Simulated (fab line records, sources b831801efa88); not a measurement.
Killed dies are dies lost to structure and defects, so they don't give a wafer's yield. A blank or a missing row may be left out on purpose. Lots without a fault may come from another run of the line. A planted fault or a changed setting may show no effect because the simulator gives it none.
fab line records | flow sky130
record lots=5 wafers=15 last_day=50
route steps=708 shown VIA1@465 METAL2@483
lots that met no fault: from a run of the same line without faults
start_h: hours from the record's first day to the start of the lot's first wafer shown | wait_h: hours since the lot's step before | " the same as in the row above | L1.1+2: a row that stands for several wafers | - no value, or no start given | * or withheld: withheld | < > ~ a bound
route shown NAME@n: a module of which the file shows steps, and the number in the route of the first | usual: mean/standard deviation of fault-free wafers | same: alike in all rows | chamber/n: place in a boat | sites: the reading at each site | _std_site: their standard deviation | _edge_site: outer sites' mean less inner sites' | radius_mm: how far each site lies from the wafer's centre | mask NAME#n: copy n | behind: the tool/chamber that last shaped the wafer | hold: why the lot was held/for how many hours/how that ended | device: the transistor (n, p or np) that didn't switch | end of line: the same wafers' tests at the end of the route | a step without rows: its recipe alone | killed: dies lost to structure and defects at the first sort, not the wafer's yield | map: a wafer's dies, x killed, . not, _ none there
set.NAME: the setting as run; set.NAME@STEP: as run at that earlier step | model.NAME: the simulator's own value behind a step, which no gauge read
lots at some steps of the route; a table a step, a row a wafer
services: from which hour (start_h, from the record's first day; less than 0 if before it) a tool's chamber was out of use, for how many hours, and why
## steps
# step SKY_VIA1_COAT_07
# recipe resist=KrF-thick spin_rpm=3000 resist_thk_nm=450
# usual spin_speed_rpm=2999.8/2
# columns lot.wafer tool chamber start_h wait_h spin_speed_rpm
L074.2 litho_track-01 0 - - 2999.6
L074.4 " 0 " " 2999.5
L074.5 " 0 " " 2995.9
L077.2 litho_track-04 0 - - 3003.7
L077.3 " 0 " " 2997.4
L077.6 " 0 " " 2998.7
L083.3 litho_track-04 0 - - 2997.9
L083.4 " 0 " " 3000.4
L083.5 " 0 " " 3002.7
L093.1 litho_track-01 0 - - 2998.6
L093.2 " 0 " " 2998.7
L093.4 " 0 " " 3000.7
L096.2 litho_track-04 0 - - 2999.2
L096.3 " 0 " " 3001.5
L096.5 " 0 " " 3001.1
# step SKY_VIA1_SOFTBAKE_08
# recipe temp_c=100 time_s=91.5 resist=KrF-thick
# usual plate_sensor_t_centre_C=100.88/0.01 plate_sensor_t_edge_C=100.95/0.0099
# columns lot.wafer tool chamber start_h wait_h plate_sensor_t_centre_C plate_sensor_t_edge_C
L074.2 litho_track-01 0 - - 100.87 100.95
L074.4 " 0 " " 100.89 100.95
L074.5 " 0 " " 100.89 100.95
L077.2 litho_track-04 0 - - 100.88 100.96
L077.3 " 0 " " 100.88 100.94
L077.6 " 0 " " 100.87 100.94
L083.3 litho_track-04 0 - - 100.9 100.93
L083.4 " 0 " " 100.88 100.95
L083.5 " 0 " " 100.88 100.96
L093.1 litho_track-01 0 - - 100.87 100.94
L093.2 " 0 " " 100.89 100.97
L093.4 " 0 " " 100.89 100.96
L096.2 litho_track-04 0 - - 100.87 100.96
L096.3 " 0 " " 100.89 100.95
L096.5 " 0 " " 100.89 100.95
# step SKY_VIA1_EXPOSE_09
# recipe mask_id=VIM na=0.8 source_shape=annular sigma_inner=0.55 sigma_outer=0.85 target_cd_nm=150 dose_mj=38
# columns lot.wafer tool chamber start_h wait_h mask
L074.2+4+5 krf_scanner-02 0 - - VIM#0
L077.2+3+6 krf_scanner-01 0 - - VIM#0
L083.3+4+5 krf_scanner-01 0 - - VIM#0
L093.1+2+4 krf_scanner-02 0 - - VIM#0
L096.2+3+5 krf_scanner-01 0 - - VIM#0
# step SKY_VIA1_PEB_10
# recipe peb_temp_c=withheld peb_time_s=withheld resist=KrF-thick
# columns lot.wafer tool chamber start_h wait_h
L074.2+4+5 litho_track-01 0 - -
L077.2+3+6 litho_track-01 0 - -
L083.3+4+5 litho_track-01 0 - -
L093.1+2+4 litho_track-01 0 - -
L096.2+3+5 litho_track-01 0 - -
# step SKY_VIA1_DEVELOP_11
# recipe develop_time_s=60 resist=KrF-thick dev_temp_c=21
# columns lot.wafer tool chamber start_h wait_h
L074.2+4+5 litho_track-01 0 - -
L077.2+3+6 litho_track-01 0 - -
L083.3+4+5 litho_track-01 0 - -
L093.1+2+4 litho_track-01 0 - -
L096.2+3+5 litho_track-01 0 - -
# step SKY_VIA1_CD_MEAS_12
# recipe target_cd_nm=150
# usual cd_nm=150.0/1.9
# columns lot.wafer tool chamber start_h wait_h cd_nm
L074.2 cd_sem-02 - 806.55 - 149.7
L074.4 " - " " 151.3
L074.5 " - " " 151.5
L077.2 cd_sem-01 - 811.55 - 149.1
L077.3 " - " " 150.9
L077.6 " - " " 151.0
L083.3 cd_sem-01 - 861.02 - 151.7
L083.4 " - " " 151.1
L083.5 " - " " 152.7
L093.1 cd_sem-02 - 939.08 - 150.1
L093.2 " - " " 149.5
L093.4 " - " " 150.4
L096.2 cd_sem-02 - 961.81 - 146.2
L096.3 " - " " 147.3
L096.5 " - " " 147.6
# step SKY_VIA1_OVL_MEAS_13
# usual VIA1_OVL=-1/5.2
# columns lot.wafer tool chamber start_h wait_h VIA1_OVL[nm]
L074.2 overlay-01 - 806.66 0.1 -7
L074.4 " - " " -5
L074.5 " - " " -4
L077.2 overlay-01 - 811.66 0.1 6
L077.3 " - " " -2
L077.6 " - " " 6
L083.3 overlay-01 - 861.12 0.1 -10
L083.4 " - " " -3
L083.5 " - " " -12
L093.1 overlay-02 - 939.20 0.1 0
L093.2 " - " " -8
L093.4 " - " " -5
L096.2 overlay-01 - 961.91 0.1 0
L096.3 " - " " -14
L096.5 " - " " 6
# step SKY_VIA1_ETCH_14
# recipe chemistry=N2/H2 target=BARC ion_energy_ev=200 source_w=500 bias_w=100 pressure_mtorr=30 n2_flow_sccm=100 h2_flow_sccm=200 stop_on=SiO2 time_s=45.9 target_depth_a=600
# usual drypump_motor_current_A=5.7/0.61 oes_product_au=0.855/0.005 throttle_valve_pct=13.224/0.0097
# columns lot.wafer tool chamber start_h wait_h drypump_motor_current_A oes_product_au rf_hours_counter_h throttle_valve_pct
L074.2 rie_diel-02 0 806.69 0.0 4.7 0.857 3 13.220
L074.4 " 2 " " 5.5 0.848 1 13.217
L074.5 " 1 " " 6.5 0.850 - 13.230
L077.2 rie_diel-02 1 811.69 0.0 6.5 0.856 12 13.221
L077.3 " 3 " " 4.7 0.862 2 13.231
L077.6 " 3 " " 4.7 0.861 - 13.213
L083.3 rie_diel-02 2 861.14 0.0 5.4 0.849 3 13.221
L083.4 " 1 " " 6.5 0.860 13 13.235
L083.5 " 2 " " 5.4 0.856 - 13.230
L093.1 rie_diel-03 3 939.24 0.0 6.3 0.846 10 13.237
L093.2 " 2 " " 6.0 0.854 17 13.225
L093.4 " 0 " " 5.7 0.851 - 13.227
L096.2 rie_diel-03 2 961.94 0.0 6.0 0.859 18 13.219
L096.3 " 3 " " 6.4 0.853 11 13.226
L096.5 " 3 " " 6.4 0.861 - 13.212
# step SKY_VIA1_ETCH_15
# recipe target=SiO2 chemistry=C4F8/O2/Ar target_depth_nm=351 stop_on=TiN mask_material=KrF-thick source_w=1500 bias_w=1200 pressure_mtorr=40 c4f8_flow_sccm=withheld O2_flow_sccm=6 Ar_flow_sccm=300 time_s=54
# usual oes_product_au=0.981/0.0064
# columns lot.wafer tool chamber start_h wait_h oes_product_au rf_hours_counter_h
L074.2 rie_diel-02 0 806.73 0.0 0.973 3
L074.4 " 2 " " 0.981 1
L074.5 " 1 " " 0.983 -
L077.2 rie_diel-02 1 811.73 0.0 0.984 12
L077.3 " 3 " " 0.981 2
L077.6 " 3 " " 0.982 -
L083.3 rie_diel-02 2 861.18 0.0 0.967 3
L083.4 " 1 " " 0.988 13
L083.5 " 2 " " 0.971 -
L093.1 rie_diel-03 3 939.28 0.0 0.980 10
L093.2 " 2 " " 0.977 17
L093.4 " 0 " " 0.983 -
L096.2 rie_diel-03 2 961.98 0.0 0.987 18
L096.3 " 3 " " 0.976 11
L096.5 " 3 " " 0.970 -
# step SKY_VIA1_STRIP_16
# recipe chemistry=O2/N2 power_w=1400 pressure_mtorr=1500 platen_temp_c=withheld o2_flow_sccm=3000 n2_flow_sccm=300 overash_fraction=0.5
# usual drypump_motor_current_A=5.4/0.47 o2_flow_sccm=3001/8.7 oes_product_au=0.415/0.0044 strip_time_to_endpoint_s=4.451/0.029
# columns lot.wafer tool chamber start_h wait_h drypump_motor_current_A o2_flow_sccm oes_product_au rf_hours_counter_h strip_time_to_endpoint_s
L074.2 plasma_asher-02 0 806.78 0.0 5.0 3010 0.406 68 4.432
L074.4 " 1 " " 6.1 2992 0.412 - 4.477
L074.5 " 0 " " 5.0 3009 0.414 - 4.443
L077.2 plasma_asher-04 0 811.78 0.0 5.0 3000 0.413 100 4.461
L077.3 " 1 " " 5.2 3000 0.414 - 4.461
L077.6 " 1 " " 5.2 2992 0.411 - 4.480
L083.3 plasma_asher-03 1 861.26 0.1 6.1 3002 0.421 - 4.519
L083.4 " 0 " " 5.2 3000 0.413 - 4.455
L083.5 " 1 " " 6.1 3008 0.419 - 4.493
L093.1 plasma_asher-04 0 939.33 0.0 5.0 3010 0.416 113 4.451
L093.2 " 1 " " 5.2 2995 0.418 113 4.453
L093.4 " 0 " " 5.0 3020 0.420 - 4.479
L096.2 plasma_asher-04 0 962.03 0.0 5.0 3012 0.415 115 4.430
L096.3 " 1 " " 5.2 2994 0.417 - 4.449
L096.5 " 0 " " 5.0 3002 0.405 - 4.432
# step SKY_VIA1_STRIP_17
# recipe chemistry=post_etch_residue_remover time_s=1200 temp_c=72.5
# columns lot.wafer tool chamber start_h wait_h
L074.2+4+5 wet_bench-03 3 806.88 0.1
L077.2+3+6 wet_bench-03 3 811.88 0.1
L083.3+4+5 wet_bench-03 2 861.33 0.0
L093.1+2+4 wet_bench-01 2 939.43 0.1
L096.2+3+5 wet_bench-01 2 962.13 0.1
# step SKY_VIA1_CLEAN_18
# recipe chemistry=IPA time_s=180 temp_c=25
# columns lot.wafer tool chamber start_h wait_h
L074.2+4+5 wet_bench-02 2 807.22 0.0
L077.2+3+6 wet_bench-02 3 812.25 0.0
L083.3+4+5 wet_bench-02 1 861.67 0.0
L093.1+2+4 wet_bench-02 1 939.77 0.0
L096.2+3+5 wet_bench-02 2 962.50 0.0
# step SKY_VIA1_CLEAN_19
# recipe chemistry=O3/DIW dry=n2_spin
# columns lot.wafer tool chamber start_h wait_h
L074.2+4+5 wet_bench-01 0 807.28 0.0
L077.2+3+6 wet_bench-01 1 812.31 0.0
L083.3+4+5 wet_bench-03 1 861.73 0.0
L093.1+2+4 wet_bench-01 1 939.83 0.0
L096.2+3+5 wet_bench-03 2 962.56 0.0
# step SKY_VIA1_SPUTTER_20
# recipe material=TiN target_thk_nm=20 chamber_pressure_pa=5 power_w=4000 time_s=80
# usual throttle_valve_pct=29.7/0.93
# columns lot.wafer tool chamber start_h wait_h throttle_valve_pct
L074.2 pvd_sputter-04 - 807.38 0.0 31.0
L074.4 " - " " 28.3
L074.5 " - " " 30.7
L077.2 pvd_sputter-04 - 812.41 0.0 28.7
L077.3 " - " " 29.8
L077.6 " - " " 30.0
L083.3 pvd_sputter-03 - 861.82 0.0 29.6
L083.4 " - " " 28.2
L083.5 " - " " 29.0
L093.1 pvd_sputter-01 - 939.92 0.0 29.6
L093.2 " - " " 29.5
L093.4 " - " " 29.6
L096.2 pvd_sputter-03 - 962.65 0.0 30.7
L096.3 " - " " 27.7
L096.5 " - " " 30.8
# step SKY_VIA1_CVD_21
# recipe material=W target_thk_nm=270 time_s=80.902 temp_c=400 pressure_torr=40
# usual heater_power_w=889/78
# columns lot.wafer tool chamber start_h wait_h heater_power_w
L074.2 cvd_w-01 1 807.44 0.0 842
L074.4 " 0 " " 888
L074.5 " 1 " " 804
L077.2 cvd_w-01 0 812.47 0.0 918
L077.3 " 1 " " 803
L077.6 " 0 " " 883
L083.3 cvd_w-01 0 861.91 0.1 909
L083.4 " 1 " " 819
L083.5 " 1 " " 819
L093.1 cvd_w-02 0 939.98 0.0 1031
L093.2 " 1 " " 852
L093.4 " 1 " " 845
L096.2 cvd_w-02 0 962.71 0.0 1013
L096.3 " 0 " " 1006
L096.5 " 0 " " 1020
# step SKY_VIA1_RS_MEAS_22
# recipe thk_meas_gauge=four-point-probe reads=W_of_VIA1_CVD_21+TiN_of_VIA1_SPUTTER_20
# usual VIA1_W_RS=0.429/0.004
# columns lot.wafer tool chamber start_h wait_h VIA1_W_RS[ohm/sq]
L074.2 film_metro-04 - 807.55 0.1 0.425
L074.4 " - " " 0.431
L074.5 " - " " 0.429
L077.2 film_metro-03 - 812.58 0.1 0.432
L077.3 " - " " 0.434
L077.6 " - " " 0.433
L083.3 film_metro-04 - 862.01 0.1 0.428
L083.4 " - " " 0.436
L083.5 " - " " 0.431
L093.1 film_metro-04 - 940.07 0.1 0.433
L093.2 " - " " 0.429
L093.4 " - " " 0.427
L096.2 film_metro-01 - 962.83 0.1 0.432
L096.3 " - " " 0.439
L096.5 " - " " 0.434
# step SKY_VIA1_THK_MEAS_23
# recipe thk_meas_gauge=xrf reads=W_of_VIA1_CVD_21
# usual VIA1_W_THK=267/3.6
# columns lot.wafer tool chamber start_h wait_h VIA1_W_THK[nm]
L074.2 film_metro-04 - 807.66 0.1 269
L074.4 " - " " 265
L074.5 " - " " 266
L077.2 film_metro-03 - 812.69 0.1 261
L077.3 " - " " 257
L077.6 " - " " 261
L083.3 film_metro-04 - 862.11 0.1 268
L083.4 " - " " 264
L083.5 " - " " 266
L093.1 film_metro-04 - 940.19 0.1 267
L093.2 " - " " 269
L093.4 " - " " 270
L096.2 film_metro-01 - 962.94 0.1 266
L096.3 " - " " 265
L096.5 " - " " 267
# step SKY_VIA1_CMP_24
# recipe stop_on=SiO2 t_overpolish_s=15 down_force_psi=3.5 platen_rpm=60 target_thk_nm=0 pad_velocity_m_s=0.94248
# usual head_pressure_psi=3.500/0.0071 motor_current_A=10.7/1.2 overpolish_run_s=15.002/0.0096 time_to_endpoint_s=64.1/3
# columns lot.wafer tool chamber start_h wait_h head_pressure_psi motor_current_A overpolish_run_s time_to_endpoint_s
L074.4 cmp-02 1 807.76 0.1 3.505 11.3 14.996 65.5
L074.2 " 3 " " 3.500 12.1 14.977 69.2
L074.5 " 0 " " 3.496 8.9 15.001 64.8
L077.3 cmp-01 2 812.79 0.1 3.498 10.9 15.011 66.4
L077.2 " 0 " " 3.494 12.2 15.007 66.1
L077.6 " 2 " " 3.494 10.8 15.006 68.0
L083.3 cmp-01 3 862.15 0.0 3.484 10.4 15.004 60.9
L083.4 " 2 " " 3.521 10.8 15.005 60.5
L083.5 " 3 " " 3.497 11.1 14.998 63.1
L093.2 cmp-02 2 940.39 0.2 3.499 9.7 14.988 62.0
L093.1 " 3 " " 3.502 12.7 15.023 66.1
L093.4 " 0 " " 3.497 9.3 14.993 62.3
L096.3 cmp-02 2 963.04 0.1 3.493 9.5 15.000 59.2
L096.2 " 3 " " 3.501 12.7 14.999 67.0
L096.5 " 1 " " 3.510 11.3 15.005 62.0
# step SKY_METAL2_SPUTTER_00
# recipe material=Ti target_thk_nm=15 power_w=3000 time_s=10 chamber_pressure_pa=0.4
# usual throttle_valve_pct=29.5/0.97
# columns lot.wafer tool chamber start_h wait_h throttle_valve_pct
L074.2 pvd_sputter-02 - 808.01 0.1 30.0
L074.4 " - " " 28.6
L074.5 " - " " 29.9
L077.2 pvd_sputter-03 - 813.04 0.1 29.5
L077.3 " - " " 27.9
L077.6 " - " " 27.9
L083.3 pvd_sputter-02 - 862.45 0.2 30.1
L083.4 " - " " 29.5
L083.5 " - " " 29.5
L093.1 pvd_sputter-02 - 940.64 0.1 30.0
L093.2 " - " " 29.2
L093.4 " - " " 29.7
L096.2 pvd_sputter-04 - 963.29 0.1 29.6
L096.3 " - " " 31.6
L096.5 " - " " 30.5
# step SKY_METAL2_SPUTTER_01
# recipe material=TiN target_thk_nm=20 power_w=6719 time_s=16.7 chamber_pressure_pa=0.4
# usual throttle_valve_pct=29.5/0.99
# columns lot.wafer tool chamber start_h wait_h throttle_valve_pct
L074.2 pvd_sputter-02 - 808.03 0.0 30.1
L074.4 " - " " 28.6
L074.5 " - " " 30.2
L077.2 pvd_sputter-03 - 813.06 0.0 29.4
L077.3 " - " " 28.0
L077.6 " - " " 28.0
L083.3 pvd_sputter-02 - 862.48 0.0 30.1
L083.4 " - " " 29.3
L083.5 " - " " 29.8
L093.1 pvd_sputter-02 - 940.67 0.0 29.9
L093.2 " - " " 29.4
L093.4 " - " " 29.7
L096.2 pvd_sputter-04 - 963.31 0.0 29.9
L096.3 " - " " 31.8
L096.5 " - " " 30.6
# step SKY_METAL2_SPUTTER_02
# recipe material=AlCu target_thk_nm=250 power_w=10600 time_s=13.3 chamber_pressure_pa=0.4
# usual throttle_valve_pct=29.5/0.96
# columns lot.wafer tool chamber start_h wait_h throttle_valve_pct
L074.2 pvd_sputter-02 - 808.06 0.0 29.9
L074.4 " - " " 28.5
L074.5 " - " " 30.1
L077.2 pvd_sputter-03 - 813.09 0.0 29.2
L077.3 " - " " 27.8
L077.6 " - " " 27.8
L083.3 pvd_sputter-02 - 862.50 0.0 29.9
L083.4 " - " " 29.4
L083.5 " - " " 29.1
L093.1 pvd_sputter-02 - 940.69 0.0 30.1
L093.2 " - " " 29.6
L093.4 " - " " 29.5
L096.2 pvd_sputter-04 - 963.33 0.0 30.0
L096.3 " - " " 31.7
L096.5 " - " " 30.7
# step SKY_METAL2_SPUTTER_03
# recipe material=Ti target_thk_nm=5 power_w=3000 time_s=3.3 chamber_pressure_pa=0.4
# usual throttle_valve_pct=29.6/0.98
# columns lot.wafer tool chamber start_h wait_h throttle_valve_pct
L074.2 pvd_sputter-02 - 808.08 0.0 29.9
L074.4 " - " " 28.6
L074.5 " - " " 30.2
L077.2 pvd_sputter-03 - 813.11 0.0 29.4
L077.3 " - " " 27.7
L077.6 " - " " 28.0
L083.3 pvd_sputter-02 - 862.53 0.0 30.2
L083.4 " - " " 29.5
L083.5 " - " " 29.5
L093.1 pvd_sputter-02 - 940.72 0.0 30.0
L093.2 " - " " 29.4
L093.4 " - " " 29.6
L096.2 pvd_sputter-04 - 963.36 0.0 29.8
L096.3 " - " " 31.7
L096.5 " - " " 30.9
# step SKY_METAL2_SPUTTER_04
# recipe material=TiN target_thk_nm=70 power_w=6500 time_s=58.3 chamber_pressure_pa=0.4
# usual throttle_valve_pct=29.5/0.99
# columns lot.wafer tool chamber start_h wait_h throttle_valve_pct
L074.2 pvd_sputter-02 - 808.10 0.0 29.8
L074.4 " - " " 28.5
L074.5 " - " " 30.1
L077.2 pvd_sputter-03 - 813.13 0.0 29.3
L077.3 " - " " 27.6
L077.6 " - " " 28.0
L083.3 pvd_sputter-02 - 862.54 0.0 29.9
L083.4 " - " " 29.3
L083.5 " - " " 29.4
L093.1 pvd_sputter-02 - 940.73 0.0 30.2
L093.2 " - " " 29.4
L093.4 " - " " 29.5
L096.2 pvd_sputter-04 - 963.38 0.0 29.4
L096.3 " - " " 31.6
L096.5 " - " " 30.6
# step SKY_METAL2_RS_MEAS_05
# recipe thk_meas_gauge=four-point-probe reads=TiN_of_METAL2_SPUTTER_04+Ti_of_METAL2_SPUTTER_03+AlCu_of_METAL2_SPUTTER_02+TiN_of_METAL2_SPUTTER_01+Ti_of_METAL2_SPUTTER_00
# usual METAL2_ALCU_RS=0.1262/0.0015
# columns lot.wafer tool chamber start_h wait_h METAL2_ALCU_RS[ohm/sq]
L074.2 film_metro-01 - 808.17 0.0 0.1269
L074.4 " - " " 0.1261
L074.5 " - " " 0.1270
L077.2 film_metro-03 - 813.20 0.0 0.1276
L077.3 " - " " 0.1282
L077.6 " - " " 0.1280
L083.3 film_metro-03 - 862.63 0.1 0.1234
L083.4 " - " " 0.1250
L083.5 " - " " 0.1260
L093.1 film_metro-01 - 940.78 0.0 0.1255
L093.2 " - " " 0.1261
L093.4 " - " " 0.1270
L096.2 film_metro-02 - 963.45 0.0 0.1256
L096.3 " - " " 0.1254
L096.5 " - " " 0.1256
# step SKY_METAL2_THK_MEAS_06
# recipe thk_meas_gauge=xrf reads=AlCu_of_METAL2_SPUTTER_02
# usual METAL2_ALCU_THK=250/3.7
# columns lot.wafer tool chamber start_h wait_h METAL2_ALCU_THK[nm]
L074.2 film_metro-01 - 808.28 0.1 249
L074.4 " - " " 250
L074.5 " - " " 248
L077.2 film_metro-03 - 813.31 0.1 249
L077.3 " - " " 247
L077.6 " - " " 248
L083.3 film_metro-03 - 862.73 0.1 254
L083.4 " - " " 252
L083.5 " - " " 250
L093.1 film_metro-01 - 940.90 0.1 252
L093.2 " - " " 248
L093.4 " - " " 247
L096.2 film_metro-02 - 963.56 0.1 255
L096.3 " - " " 251
L096.5 " - " " 252
# step SKY_METAL2_DEHYDRATE_07
# recipe temp_c=200 time_s=60
# columns lot.wafer tool chamber start_h wait_h
L074.2+4+5 litho_track-02 0 819.61 11.3
L077.2+3+6 litho_track-01 0 825.41 12.1
L083.3+4+5 litho_track-04 0 875.14 12.4
L093.1+2+4 litho_track-01 0 951.83 10.9
L096.2+3+5 litho_track-02 0 974.06 10.5
# step SKY_METAL2_HMDS_08
# recipe prime_time_s=60 prime_temp_c=120
# columns lot.wafer tool chamber start_h wait_h
L074.2+4+5 litho_track-02 0 819.76 0.1
L077.2+3+6 litho_track-01 0 825.56 0.1
L083.3+4+5 litho_track-04 0 875.29 0.1
L093.1+2+4 litho_track-01 0 951.98 0.1
L096.2+3+5 litho_track-02 0 974.21 0.1
# step SKY_METAL2_COAT_09
# recipe resist=BARC temp_c=withheld time_s=withheld spin_rpm=3000 resist_thk_nm=60
# usual spin_speed_rpm=2999.7/2.2
# columns lot.wafer tool chamber start_h wait_h spin_speed_rpm
L074.2 litho_track-02 0 819.91 0.1 2999.1
L074.4 " 0 " " 2996.8
L074.5 " 0 " " 3000.8
L077.2 litho_track-01 0 825.71 0.1 2999.3
L077.3 " 0 " " 2999.9
L077.6 " 0 " " 3002.3
L083.3 litho_track-04 0 875.44 0.1 2997.1
L083.4 " 0 " " 3004.2
L083.5 " 0 " " 2998.6
L093.1 litho_track-01 0 952.13 0.1 2997.6
L093.2 " 0 " " 2998.7
L093.4 " 0 " " 2999.4
L096.2 litho_track-02 0 974.36 0.1 3001.1
L096.3 " 0 " " 3002.3
L096.5 " 0 " " 3003.0
# step SKY_METAL2_COAT_10
# recipe resist=KrF-thick spin_rpm=3000 resist_thk_nm=450
# usual spin_speed_rpm=3000.0/2
# columns lot.wafer tool chamber start_h wait_h spin_speed_rpm
L074.2 litho_track-02 0 - - 2999.8
L074.4 " 0 " " 2997.2
L074.5 " 0 " " 2998.6
L077.2 litho_track-01 0 - - 3000.3
L077.3 " 0 " " 2999.8
L077.6 " 0 " " 2998.0
L083.3 litho_track-04 0 - - 2999.6
L083.4 " 0 " " 2998.2
L083.5 " 0 " " 2997.7
L093.1 litho_track-01 0 - - 2999.7
L093.2 " 0 " " 3001.2
L093.4 " 0 " " 2998.4
L096.2 litho_track-02 0 - - 2999.9
L096.3 " 0 " " 3001.1
L096.5 " 0 " " 3000.4
# step SKY_METAL2_SOFTBAKE_11
# recipe temp_c=100 time_s=90 resist=KrF-thick
# columns lot.wafer tool chamber start_h wait_h
L074.2+4+5 litho_track-02 0 - -
L077.2+3+6 litho_track-01 0 - -
L083.3+4+5 litho_track-04 0 - -
L093.1+2+4 litho_track-01 0 - -
L096.2+3+5 litho_track-02 0 - -
# step SKY_METAL2_EXPOSE_12
# recipe mask_id=MM2 na=0.8 source_shape=annular sigma_inner=0.55 sigma_outer=0.85 target_cd_nm=140 dose_mj=28
# columns lot.wafer tool chamber start_h wait_h mask
L074.2+4+5 krf_scanner-01 0 - - MM2#0
L077.2+3+6 krf_scanner-02 0 - - MM2#0
L083.3+4+5 krf_scanner-02 0 - - MM2#0
L093.1+2+4 krf_scanner-02 0 - - MM2#0
L096.2+3+5 krf_scanner-01 0 - - MM2#0
# step SKY_METAL2_PEB_13
# recipe peb_temp_c=withheld peb_time_s=withheld resist=KrF-thick
# columns lot.wafer tool chamber start_h wait_h
L074.2+4+5 litho_track-02 0 - -
L077.2+3+6 litho_track-02 0 - -
L083.3+4+5 litho_track-01 0 - -
L093.1+2+4 litho_track-02 0 - -
L096.2+3+5 litho_track-04 0 - -
# step SKY_METAL2_DEVELOP_14
# recipe develop_time_s=60 resist=KrF-thick dev_temp_c=21
# columns lot.wafer tool chamber start_h wait_h
L074.2+4+5 litho_track-02 0 - -
L077.2+3+6 litho_track-02 0 - -
L083.3+4+5 litho_track-01 0 - -
L093.1+2+4 litho_track-02 0 - -
L096.2+3+5 litho_track-04 0 - -
# step SKY_METAL2_CD_MEAS_15
# recipe target_cd_nm=140
# usual cd_nm=139.7/1.5
# columns lot.wafer tool chamber start_h wait_h cd_nm
L074.2 cd_sem-01 - 833.25 - 136.5
L074.4 " - " " 137.4
L074.5 " - " " 136.6
L077.2 cd_sem-01 - 839.20 - 139.3
L077.3 " - " " 140.9
L077.6 " - " " 140.5
L083.3 cd_sem-02 - 888.52 - 140.9
L083.4 " - " " 140.8
L083.5 " - " " 140.6
L093.1 cd_sem-02 - 964.58 - 138.4
L093.2 " - " " 139.4
L093.4 " - " " 138.0
L096.2 cd_sem-02 - 987.06 - 141.3
L096.3 " - " " 140.9
L096.5 " - " " 139.9
# step SKY_METAL2_OVL_MEAS_16
# usual METAL2_OVL=-2/5.6
# columns lot.wafer tool chamber start_h wait_h METAL2_OVL[nm]
L074.2 overlay-02 - 833.36 0.1 -3
L074.4 " - " " -11
L074.5 " - " " -4
L077.2 overlay-01 - 839.31 0.1 0
L077.3 " - " " -5
L077.6 " - " " -1
L083.3 overlay-01 - 888.62 0.1 1
L083.4 " - " " 0
L083.5 " - " " 2
L093.1 overlay-02 - 964.70 0.1 -4
L093.2 " - " " 2
L093.4 " - " " -9
L096.2 overlay-02 - 987.17 0.1 -14
L096.3 " - " " -6
L096.5 " - " " -13
# step SKY_METAL2_DESCUM_17
# recipe chemistry=O2 source_power_w=150 bias_power_w=0 pressure_mtorr=10 temp_c=40 time_s=8
# usual drypump_motor_current_A=5.8/0.44 oes_product_au=1.007/0.011
# columns lot.wafer tool chamber start_h wait_h drypump_motor_current_A oes_product_au rf_hours_counter_h
L074.2 rie_metal-01 1 833.39 0.0 5.8 1.009 11
L074.4 " 1 " " 5.8 1.007 -
L074.5 " 1 " " 5.8 1.007 -
L077.2 rie_metal-01 0 839.34 0.0 5.5 1.001 12
L077.3 " 1 " " 5.8 1.005 -
L077.6 " 0 " " 5.5 0.999 -
L083.3 rie_metal-01 1 888.65 0.0 5.8 1.009 -
L083.4 " 0 " " 5.5 1.005 -
L083.5 " 1 " " 5.8 1.010 -
L093.1 rie_metal-04 0 964.74 0.0 6.6 1.030 0
L093.2 " 1 " " 6.1 1.005 12
L093.4 " 0 " " 6.6 1.027 -
L096.2 rie_metal-04 1 987.20 0.0 6.1 1.007 14
L096.3 " 1 " " 6.1 1.012 -
L096.5 " 1 " " 6.2 0.996 -
# step SKY_METAL2_ETCH_18
# recipe chemistry=N2/H2 target=BARC ion_energy_ev=200 bias_w=100 pressure_mtorr=30 n2_flow_sccm=100 h2_flow_sccm=200 icp_w=500 stop_on=SiO2 time_s=44.45 target_depth_a=600
# usual drypump_motor_current_A=5.8/0.45 oes_product_au=0.871/0.005 throttle_valve_pct=13.227/0.0089
# columns lot.wafer tool chamber start_h wait_h drypump_motor_current_A oes_product_au rf_hours_counter_h throttle_valve_pct
L074.2 rie_metal-01 1 833.42 0.0 5.8 0.872 11 13.212
L074.4 " 1 " " 5.8 0.865 - 13.236
L074.5 " 1 " " 5.8 0.864 - 13.212
L077.2 rie_metal-01 0 839.37 0.0 5.5 0.871 12 13.223
L077.3 " 1 " " 5.8 0.873 - 13.235
L077.6 " 0 " " 5.5 0.872 - 13.228
L083.3 rie_metal-01 1 888.69 0.0 5.8 0.871 - 13.214
L083.4 " 0 " " 5.5 0.870 - 13.233
L083.5 " 1 " " 5.8 0.879 - 13.224
L093.1 rie_metal-04 0 964.77 0.0 6.6 0.870 0 13.242
L093.2 " 1 " " 6.1 0.882 12 13.236
L093.4 " 0 " " 6.6 0.875 - 13.230
L096.2 rie_metal-04 1 987.23 0.0 6.2 0.869 14 13.213
L096.3 " 1 " " 6.2 0.863 - 13.217
L096.5 " 1 " " 6.2 0.867 - 13.231
## services
# columns tool chamber start_h hours kind
rie_diel-03 - 777.37 1.0 repair
krf_scanner-02 - 777.76 0.8 pm
krf_scanner-01 - 782.21 0.3 repair
wet_bench-03 - 782.41 1.9 pm
krf_scanner-02 - 791.33 1.0 pm
rie_metal-04 - 797.90 0.3 repair
krf_scanner-01 - 810.99 0.4 repair
wet_bench-02 - 817.60 1.5 repair
rie_diel-03 1 836.13 5.4 repair
rie_diel-03 0 839.68 2.6 repair
rie_diel-02 1 875.25 16.7 repair
krf_scanner-01 - 883.60 1.3 pm
wet_bench-01 - 888.82 5.1 repair
krf_scanner-01 - 891.31 0.8 pm
krf_scanner-01 - 892.11 1.0 pm
krf_scanner-01 - 907.42 2.6 repair
krf_scanner-02 - 913.34 1.3 pm
krf_scanner-01 - 925.52 3.6 pm
rie_diel-03 1 927.41 5.7 repair
krf_scanner-02 - 946.58 0.8 pm
krf_scanner-02 - 960.33 1.0 pm
krf_scanner-01 - 969.16 4.0 pm
krf_scanner-02 - 972.18 4.9 repair
pvd_sputter-04 - 978.96 110.0 repair
## key
fault none
